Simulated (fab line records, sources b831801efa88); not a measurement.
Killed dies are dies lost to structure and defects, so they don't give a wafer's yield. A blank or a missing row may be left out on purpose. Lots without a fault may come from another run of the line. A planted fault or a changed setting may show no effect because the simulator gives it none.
One fault seen from 2 desks | flow gf180mcu | each desk has only its own numbers; what lay behind them comes last

THE METROLOGY DESK
What the gauges read, lot by lot, whatever tool the lot ran on: means of the sampled wafers that have a number. A lot is out of limits, marked OUT, if its mean lies more than 4 standard deviations from the usual mean; the brackets give that distance.
Columns: A = DUAL_GATE_OXIDATION_00_THK at GF_DUAL_GATE_THK_MEAS_03, usual 10.90 nm; B = DUAL_GATE_OVL at GF_DUAL_GATE_OVL_MEAS_11, usual -1.2 nm
lot  | first seen here | A     | B
L393 | day 7 13:59     | 10.52 | -1.3
L398 | day 9 02:26     | 10.71 | 0.7
L399 | day 9 09:40     | 10.96 | -0.6
L400 | day 9 16:48     | 11.36 | 1.6
L401 | day 9 19:41     | 10.58 | -1.5
L404 | day 10 16:55    | 10.96 | -2.1
This desk's finding: nothing out of limits on any of the 6 lots.

THE TOOL OWNER'S DESK: furnace-02
The tool's own readings at GF_DUAL_GATE_OXIDATION_15 (stabilise 600 s, purge 300 s, target thk 7.098 nm): means of the sampled wafers that have a number, for each lot that ran on this tool. A lot is out of limits, marked OUT, if its mean lies more than 4 standard deviations from the usual mean; the brackets give that distance.
Columns: A = zone_power_lower_pct at GF_DUAL_GATE_OXIDATION_15, usual 17.1 %
lot  | first seen here | A
L393 | day 8 06:54     | 17.7
L399 | day 10 04:07    | 17.9
L404 | day 11 13:01    | 17.7
This desk's finding: nothing out of limits on any of the 3 lots.

PUT TOGETHER
The metrology desk saw nothing out of limits.
The tool owner's desk saw nothing out of limits.

WHAT THE SIMULATOR HAD PUT IN
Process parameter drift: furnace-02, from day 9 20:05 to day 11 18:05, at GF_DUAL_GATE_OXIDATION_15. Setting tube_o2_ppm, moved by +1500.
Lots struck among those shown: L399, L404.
